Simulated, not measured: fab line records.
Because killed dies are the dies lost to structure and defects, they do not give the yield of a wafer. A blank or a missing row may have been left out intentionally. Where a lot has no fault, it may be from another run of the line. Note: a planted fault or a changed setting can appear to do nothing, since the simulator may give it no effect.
fab line records | flow sky130
record: lots: 12 wafers: 36 last-day: 50
route steps=708 shown FIELD_ISO@14 PWDE@52 NWELL@73 VT_ADJUST_HVTP@96 PAD_OPEN@708
lots with no fault: from the same line, run without faults
start-h: hours from the record's opening day to when the first of the lot's shown wafers began | wait-h: how many hours have passed since the lot's step before this one | " repeats the value in the row above | L1.1+2: one row covering several wafers at once | - either no value or no given start | * or withheld: withheld | < > ~ a bound
route shown NAME@n: a module of which the file shows steps, and the number in the route of the first | usual: mean/standard deviation taken from wafers without a fault | same: alike in all rows | chamber/n: place in a boat | sites: readings site by site | _std_site: standard deviation across them | _edge_site: inner sites' mean taken away from outer sites' mean | radius-mm: how far each site lies from the wafer's centre | mask NAME#n: copy n | behind: the last tool/chamber to shape the wafer | hold: the reason the lot was held/the length of the hold in hours/how it ended | device: transistor that didn't switch, given as n, p or np | end of line: the route-end tests of the same wafers | where a step has no rows: the recipe by itself | killed: at the first sort, the dies lost to defects and structure; wafer yield is something else | map: a wafer's dies, marking killed ones x, the rest . and places with no die _
set.NAME: the run value of the setting; set.NAME@STEP: its run value at that earlier step | model.NAME: the simulator's own value behind a step, which no gauge read
a sample of lots followed through the steps of the route, with each step as a table and each wafer as a row
services: a tool's chamber out of use, with start hour (start-h, from the record's first day; less than 0 if before it), hours out, and reason
== steps ==
step: SKY_FIELD_ISO_CD_MEAS_13
recipe: target-cd-nm: 150
usual: cd-nm: 150.6/1.6
columns lot.wafer tool chamber start-h wait-h cd-nm
L317.2 cd-sem-02 - 28.83 - 151.2
L317.5 " - " " 148.0
L317.6 " - " " 148.9
L319.3 cd-sem-02 - 39.34 - 151.4
L319.4 " - " " 152.8
L319.6 " - " " 152.7
L320.2 cd-sem-02 - 46.93 - 150.4
L320.3 " - " " 148.3
L320.6 " - " " 148.9
L323.2 cd-sem-02 - 59.78 - 154.1
L323.4 " - " " 153.3
L323.6 " - " " 151.6
L324.3 cd-sem-02 - 64.60 - 149.3
L324.4 " - " " 149.1
L324.6 " - " " 147.8
L325.1 cd-sem-01 - 70.31 - 149.9
L325.3 " - " " 151.6
L325.4 " - " " 148.7
L327.2 cd-sem-01 - 79.90 - 150.1
L327.4 " - " " 150.0
L327.6 " - " " 149.1
L328.1 cd-sem-01 - 86.88 - 151.1
L328.2 " - " " 150.1
L328.6 " - " " 150.5
L329.1 cd-sem-02 - 91.08 - 149.0
L329.4 " - " " 149.3
L329.5 " - " " 149.9
L331.1 cd-sem-01 - 100.25 - 148.5
L331.2 " - " " 149.0
L331.5 " - " " 148.9
L339.2 cd-sem-01 - 143.30 - 149.3
L339.4 " - " " 151.9
L339.5 " - " " 150.6
L340.1 cd-sem-01 - 148.16 - 152.3
L340.5 " - " " 150.9
L340.6 " - " " 151.6
step: SKY_PWDE_OVL_MEAS_07
usual: PWDE_OVL: 0.4/1.4
columns lot.wafer tool chamber start-h wait-h PWDE_OVL[nm]
L317.2 overlay-01 - 68.33 - -0.4
L317.5 " - " " -0.5
L317.6 " - " " -0.4
L319.3 overlay-01 - 77.99 - 3.6
L319.4 " - " " 0.6
L319.6 " - " " 3.0
L320.2 overlay-01 - 87.58 - 0.7
L320.3 " - " " 1.0
L320.6 " - " " 1.5
L323.2 overlay-02 - 103.67 - -3.3
L323.4 " - " " -0.3
L323.6 " - " " 1.7
L324.3 overlay-01 - 106.32 - 1.8
L324.4 " - " " 1.8
L324.6 " - " " 2.3
L325.1 overlay-02 - 110.68 - 0.6
L325.3 " - " " 0.1
L325.4 " - " " 2.0
L327.2 overlay-01 - 124.03 - 1.6
L327.4 " - " " 0.3
L327.6 " - " " 0.4
L328.1 overlay-02 - 129.33 - 1.8
L328.2 " - " " 1.9
L328.6 " - " " 1.5
L329.1 overlay-02 - 137.06 - 1.8
L329.4 " - " " 1.2
L329.5 " - " " 2.5
L331.1 overlay-01 - 148.26 - -2.5
L331.2 " - " " -0.8
L331.5 " - " " -1.5
L339.2 overlay-01 - 192.80 - -2.0
L339.4 " - " " -2.2
L339.5 " - " " -0.8
L340.1 overlay-01 - 200.55 - 0.1
L340.5 " - " " 0.8
L340.6 " - " " 1.4
step: SKY_NWELL_EXPOSE_20
recipe: mask-id: NWM_COMPLEMENT na: 0.6 source-shape: conventional sigma-outer: 0.6 polarization: unpolarized target-cd-nm: 840 dose-mj: 260
columns lot.wafer tool chamber start-h wait-h mask
L317.2+5+6 iline-stepper-01 0 94.53 - NWM_COMPLEMENT#0
L319.3+4+6 iline-stepper-01 0 108.30 - NWM_COMPLEMENT#0
L320.2+3+6 iline-stepper-02 0 114.46 - NWM_COMPLEMENT#0
L323.2+4+6 iline-stepper-01 0 130.58 - NWM_COMPLEMENT#0
L324.3+4+6 iline-stepper-02 0 134.98 - NWM_COMPLEMENT#0
L325.1+3+4 iline-stepper-01 0 140.24 - NWM_COMPLEMENT#0
L327.2+4+6 iline-stepper-01 0 153.93 - NWM_COMPLEMENT#0
L328.1+2+6 iline-stepper-02 0 158.79 - NWM_COMPLEMENT#0
L329.1+4+5 iline-stepper-02 0 167.91 - NWM_COMPLEMENT#0
L331.1+2+5 iline-stepper-02 0 179.42 - HVTPM#0
L339.2+4+5 iline-stepper-02 0 226.88 - NWM_COMPLEMENT#0
L340.1+5+6 iline-stepper-01 0 235.37 - NWM_COMPLEMENT#0
step: SKY_NWELL_OVL_MEAS_23
usual: NWELL_01_OVL: 0.1/1.3
columns lot.wafer tool chamber start-h wait-h NWELL_01_OVL[nm]
L317.2 overlay-02 - 103.22 - -1.5
L317.5 " - " " -2.5
L317.6 " - " " -1.1
L319.3 overlay-02 - 116.16 - -2.5
L319.4 " - " " -3.0
L319.6 " - " " -0.1
L320.2 overlay-02 - 123.45 - 0.4
L320.3 " - " " 1.6
L320.6 " - " " 0.9
L323.2 overlay-01 - 140.42 - 0.4
L323.4 " - " " -0.2
L323.6 " - " " -0.1
L324.3 overlay-02 - 144.72 - -0.1
L324.4 " - " " 0.4
L324.6 " - " " 0.9
L325.1 overlay-02 - 149.51 - -1.6
L325.3 " - " " -0.9
L325.4 " - " " -1.4
L327.2 overlay-02 - 163.77 - 0.6
L327.4 " - " " -3.0
L327.6 " - " " 0.2
L328.1 overlay-02 - 168.85 - 1.1
L328.2 " - " " -0.3
L328.6 " - " " 1.8
L329.1 overlay-01 - 178.06 - 0.7
L329.4 " - " " 1.7
L329.5 " - " " -0.6
L331.1 overlay-01 - 190.10 - -
L331.2 " - " " -
L331.5 " - " " -
L339.2 overlay-01 - 238.87 - -2.0
L339.4 " - " " 1.9
L339.5 " - " " 0.6
L340.1 overlay-01 - 246.66 - 0.8
L340.5 " - " " -0.1
L340.6 " - " " -0.8
step: SKY_NWELL_TW_MEAS_26
usual: NWELL_2_TW: 495.1/2.2
columns lot.wafer tool chamber start-h wait-h hold NWELL_2_TW
L317.2 film-metro-01 - 103.51 0.1 - 495.8
L317.5 " - " " - 496.7
L317.6 " - " " - 495.4
L319.3 film-metro-01 - 116.45 0.1 - 496.4
L319.4 " - " " - 498.7
L319.6 " - " " - 496.4
L320.2 film-metro-01 - 123.74 0.1 - 492.5
L320.3 " - " " - 496.7
L320.6 " - " " - 496.2
L323.2 film-metro-03 - 140.71 0.1 - 493.3
L323.4 " - " " - 493.7
L323.6 " - " " - 494.4
L324.3 film-metro-01 - 145.02 0.1 - 493.1
L324.4 " - " " - 494.6
L324.6 " - " " - 496.4
L325.1 film-metro-04 - 149.80 0.1 - 493.5
L325.3 " - " " - 498.1
L325.4 " - " " - 491.8
L327.2 film-metro-04 - 164.06 0.1 - 494.1
L327.4 " - " " - 493.7
L327.6 " - " " - 494.6
L328.1 film-metro-01 - 169.13 0.1 - 494.0
L328.2 " - " " - 492.5
L328.6 " - " " - 491.4
L329.1 film-metro-04 - 178.35 0.1 - 497.3
L329.4 " - " " - 496.3
L329.5 " - " " - 493.8
L331.1 film-metro-04 - 190.38 0.1 await-dispo/0.2h/release 29.8
L331.2 " - " " await-dispo/0.2h/release 30.0
L331.5 " - " " await-dispo/0.2h/release 30.1
L331.1 film-metro-04 - 190.61 0.2 - 30.0
L331.2 " - " " - 30.0
L331.5 " - " " - 29.9
L339.2 film-metro-01 - 239.16 0.1 - 498.4
L339.4 " - " " - 495.5
L339.5 " - " " - 495.6
L340.1 film-metro-04 - 246.95 0.1 - 497.4
L340.5 " - " " - 498.7
L340.6 " - " " - 499.7
step: SKY_VT_ADJUST_HVTP_TW_MEAS_11
usual: VT_ADJUST_HVTP_TW: 1354/7.9
columns lot.wafer tool chamber start-h wait-h VT_ADJUST_HVTP_TW
L317.2 film-metro-04 - 120.99 0.1 1352
L317.5 " - " " 1353
L317.6 " - " " 1355
L319.3 film-metro-04 - 136.42 0.1 1351
L319.4 " - " " 1347
L319.6 " - " " 1346
L320.2 film-metro-04 - 144.36 0.1 1351
L320.3 " - " " 1351
L320.6 " - " " 1352
L323.2 film-metro-02 - 160.61 0.1 1363
L323.4 " - " " 1360
L323.6 " - " " 1359
L324.3 film-metro-04 - 165.37 0.1 1352
L324.4 " - " " 1350
L324.6 " - " " 1353
L325.1 film-metro-02 - 170.38 0.1 1364
L325.3 " - " " 1361
L325.4 " - " " 1356
L327.2 film-metro-02 - 186.16 0.1 1360
L327.4 " - " " 1357
L327.6 " - " " 1359
L328.1 film-metro-02 - 191.02 0.1 1362
L328.2 " - " " 1360
L328.6 " - " " 1357
L329.1 film-metro-04 - 200.60 0.1 1347
L329.4 " - " " 1348
L329.5 " - " " 1342
L339.2 film-metro-03 - 263.90 0.1 1363
L339.4 " - " " 1356
L339.5 " - " " 1358
L340.1 film-metro-04 - 271.22 0.1 1349
L340.5 " - " " 1353
L340.6 " - " " 1352
step: SKY_PAD_OPEN_PROBE_99
usual: defect-limited-yield: 82.4/1.8 killed_at_M0_to_M3: 44/6 killed_at_M4_up: 2.9/1.5 killed-at-contacts: 24/4.9 killed-at-front-end: 16/4.3 killed-at-other: 0.3/0.54 killed-dies: 87/8.7 killed-open: 48/6.7 killed-short: 39/5.9 sort_bin_3_pad_short: 0.9/0.4 sort_bin_5_function: 10.5/1.5 sort_bin_6_memory: 6.2/1.1 sort-n-pass: 405/8.7 sort-yield-pct: 82.4/1.8
same: gross-dies: 492 killed-at-back-side: 0 sort_bin_4_leakage[%]: 0 sort_bin_8_speed[%]: 0
columns lot.wafer tool chamber start-h wait-h defect-limited-yield[%] killed_at_M0_to_M3 killed_at_M4_up killed-at-contacts killed-at-front-end killed-at-other killed-dies killed-open killed-short sort_bin_3_pad_short[%] sort_bin_5_function[%] sort_bin_6_memory[%] sort-n-pass sort-yield-pct[%]
L319.3 prober-01 - 1095.58 0.2 82.1 43 6 24 15 0 88 39 49 1.0 10.2 6.7 404 82.1
L319.4 prober-01 - 1095.63 0.2 84.1 39 2 23 14 0 78 37 41 0.4 11.6 3.9 414 84.1
L319.6 prober-01 - 1095.73 0.2 84.6 39 5 19 12 1 76 43 32 0.6 9.6 5.3 416 84.6
L323.2 prober-02 - 1115.20 0.1 79.9 48 3 33 15 0 99 52 47 1.4 12.2 6.5 393 79.9
L323.4 prober-02 - 1115.30 0.2 82.5 42 1 34 8 1 86 51 35 1.0 8.7 7.7 406 82.5
L323.6 prober-02 - 1115.40 0.2 81.9 46 2 23 18 0 89 55 34 0.8 10.0 7.3 403 81.9
L324.3 prober-01 - 1120.30 0.2 81.3 47 6 18 21 0 92 53 38 1.0 10.0 7.7 400 81.3
L324.4 prober-01 - 1120.35 0.2 84.3 38 3 23 13 0 77 47 29 0 12.0 3.7 415 84.3
L324.6 prober-01 - 1120.45 0.2 82.5 46 3 19 18 0 86 47 39 0.2 10.2 7.1 406 82.5
L325.1 prober-02 - 1120.53 0.1 82.5 44 3 26 13 0 86 40 46 1.6 9.6 6.3 406 82.5
L325.3 prober-02 - 1120.63 0.2 83.3 41 4 24 13 0 82 38 44 1.4 10.4 4.9 410 83.3
L325.4 prober-02 - 1120.68 0.2 80.1 49 1 30 17 1 98 56 42 0.6 10.8 8.5 394 80.1
L329.1 prober-02 - 1147.67 0.1 84.1 33 6 25 14 0 78 40 37 0.8 9.8 5.3 414 84.1
L329.4 prober-02 - 1147.82 0.2 79.1 46 4 34 19 0 103 54 49 1.6 10.4 8.9 389 79.1
L329.5 prober-02 - 1147.87 0.2 80.3 51 3 24 19 0 97 36 60 1.0 13.2 5.5 395 80.3
killed by level:class
L319.3 CONTACT:geometric-particle:open=7 LI_CONTACT:geometric-particle:open=6 METAL1:geometric-particle:short=6 VIA1:geometric-particle:open=6 METAL4:geometric-particle:short=6 VIA3:geometric-particle:open=6 CONTACT:geometric-particle:short=5 METAL2:geometric-particle:short=5
L319.4 VIA2:geometric-particle:open=9 VIA1:geometric-particle:open=7 CONTACT:geometric-particle:short=6 FIELD_ISO:geometric-particle:short=5 VIA2:geometric-particle:short=5 LI_CONTACT:geometric-particle:open=5 CONTACT:geometric-particle:open=5 LOCAL_INTERCONNECT:geometric-particle:short=4
L319.6 LI_CONTACT:geometric-particle:open=8 VIA1:geometric-particle:open=8 VIA3:geometric-particle:open=7 VIA1:geometric-particle:short=6 VIA2:geometric-particle:open=6 METAL4:geometric-particle:short=4 CONTACT:geometric-particle:open=4 METAL1:geometric-particle:short=4
L323.2 CONTACT:geometric-particle:open=11 METAL1:geometric-particle:short=11 VIA1:geometric-particle:open=9 LI_CONTACT:geometric-particle:open=8 VIA1:geometric-particle:short=7 VIA3:geometric-particle:open=7 CONTACT:geometric-particle:short=6 LOCAL_INTERCONNECT:geometric-particle:short=5
L323.4 CONTACT:geometric-particle:open=14 VIA2:geometric-particle:open=10 VIA1:geometric-particle:open=9 CONTACT:geometric-particle:short=7 LI_CONTACT:geometric-particle:open=6 LI_CONTACT:geometric-particle:short=4 METAL1:geometric-particle:short=4 VIA1:geometric-particle:short=4
L323.6 VIA1:geometric-particle:open=13 CONTACT:geometric-particle:open=10 METAL1:geometric-particle:short=8 LI_CONTACT:geometric-particle:open=6 VIA3:geometric-particle:open=6 FIELD_ISO:geometric-particle:short=5 VIA1:geometric-particle:short=5 SONOS_ONO:geometric-particle:open=4
L324.3 VIA1:geometric-particle:open=11 VIA2:geometric-particle:open=8 CONTACT:geometric-particle:open=7 POLY_GATE:geometric-particle:short=6 VIA3:geometric-particle:open=6 VIA1:geometric-particle:short=6 FIELD_ISO:geometric-particle:open=5 LI_CONTACT:geometric-particle:open=5
L324.4 VIA1:geometric-particle:open=15 CONTACT:geometric-particle:open=12 LI_CONTACT:geometric-particle:open=5 VIA1:geometric-particle:short=5 METAL3:geometric-particle:short=4 FIELD_ISO:geometric-particle:short=3 CONTACT:geometric-particle:short=3 VIA2:geometric-particle:short=3
L324.6 VIA1:geometric-particle:open=13 VIA2:geometric-particle:open=8 CONTACT:geometric-particle:short=7 CONTACT:geometric-particle:open=6 POLY_GATE:geometric-particle:short=6 VIA1:geometric-particle:short=5 LI_CONTACT:geometric-particle:open=4 METAL2:geometric-particle:short=4
L325.1 CONTACT:geometric-particle:open=10 LI_CONTACT:geometric-particle:open=6 METAL3:geometric-particle:short=5 METAL2:geometric-particle:short=5 VIA2:geometric-particle:short=5 VIA2:geometric-particle:open=5 VIA3:geometric-particle:short=5 FIELD_ISO:geometric-particle:open=4
L325.3 CONTACT:geometric-particle:open=8 CONTACT:geometric-particle:short=7 VIA1:geometric-particle:short=6 METAL2:geometric-particle:short=6 LOCAL_INTERCONNECT:geometric-particle:short=5 VIA1:geometric-particle:open=5 METAL2:geometric-particle:open=5 VIA3:geometric-particle:open=5
L325.4 VIA1:geometric-particle:open=14 LOCAL_INTERCONNECT:geometric-particle:short=11 METAL2:geometric-particle:short=7 CONTACT:geometric-particle:open=7 VIA2:geometric-particle:open=6 VIA3:geometric-particle:open=6 FIELD_ISO:geometric-particle:open=4 POLY_GATE:geometric-particle:open=4
L329.1 CONTACT:geometric-particle:open=10 CONTACT:geometric-particle:short=7 METAL1:geometric-particle:short=6 VIA2:geometric-particle:open=6 FIELD_ISO:geometric-particle:short=4 LI_CONTACT:geometric-particle:open=4 LOCAL_INTERCONNECT:geometric-particle:short=4 VIA1:geometric-particle:open=4
L329.4 CONTACT:geometric-particle:open=12 VIA1:geometric-particle:open=10 LI_CONTACT:geometric-particle:open=8 VIA3:geometric-particle:short=7 LOCAL_INTERCONNECT:geometric-particle:short=7 VIA3:geometric-particle:open=7 CONTACT:geometric-particle:short=6 POLY_GATE:geometric-particle:short=5
L329.5 POLY_GATE:geometric-particle:short=9 VIA1:geometric-particle:open=9 CONTACT:geometric-particle:open=8 FIELD_ISO:geometric-particle:short=6 METAL2:geometric-particle:short=6 VIA3:geometric-particle:short=6 LI_CONTACT:geometric-particle:short=5 CONTACT:geometric-particle:short=5
== services ==
columns tool chamber start-h hours kind
iline-stepper-01 - 71.15 1.7 pm
iline-stepper-02 - 72.84 2.1 pm
iline-stepper-02 - 74.92 - consumable-replace:lamp
iline-stepper-01 0 100.70 - calibration
iline-stepper-02 - 154.80 1.7 pm
iline-stepper-02 - 188.38 9.8 repair
iline-stepper-02 0 191.63 - calibration
iline-stepper-02 - 229.18 5.2 repair
== key ==
first-sign: step: SKY_NWELL_EXPOSE_20 reading: mask direction: changed
effect: step: SKY_NWELL_OVL_MEAS_23 reading: NWELL_01_OVL direction: missing
effect: step: SKY_NWELL_TW_MEAS_26 reading: visit direction: added
effect: step: SKY_NWELL_TW_MEAS_26 reading: NWELL_2_TW direction: down sigmas: 99+ usual: 495.1 struck: 30.0
met-at SKY_NWELL_EXPOSE_20
struck-lots L331
scrapped-behind SKY_NWELL_TW_MEAS_26 L331.1,L331.2,L331.5
not-acting-at SKY_FIELD_ISO_CD_MEAS_13,SKY_PWDE_OVL_MEAS_07,SKY_VT_ADJUST_HVTP_TW_MEAS_11
onset-between 167.91 179.42
fault: kind: wrong-mask tool: any chamber: - onset-h: 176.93 steps: SKY_NWELL_EXPOSE_20 aux-copy: HVTPM#0 scope: struck-lots-only
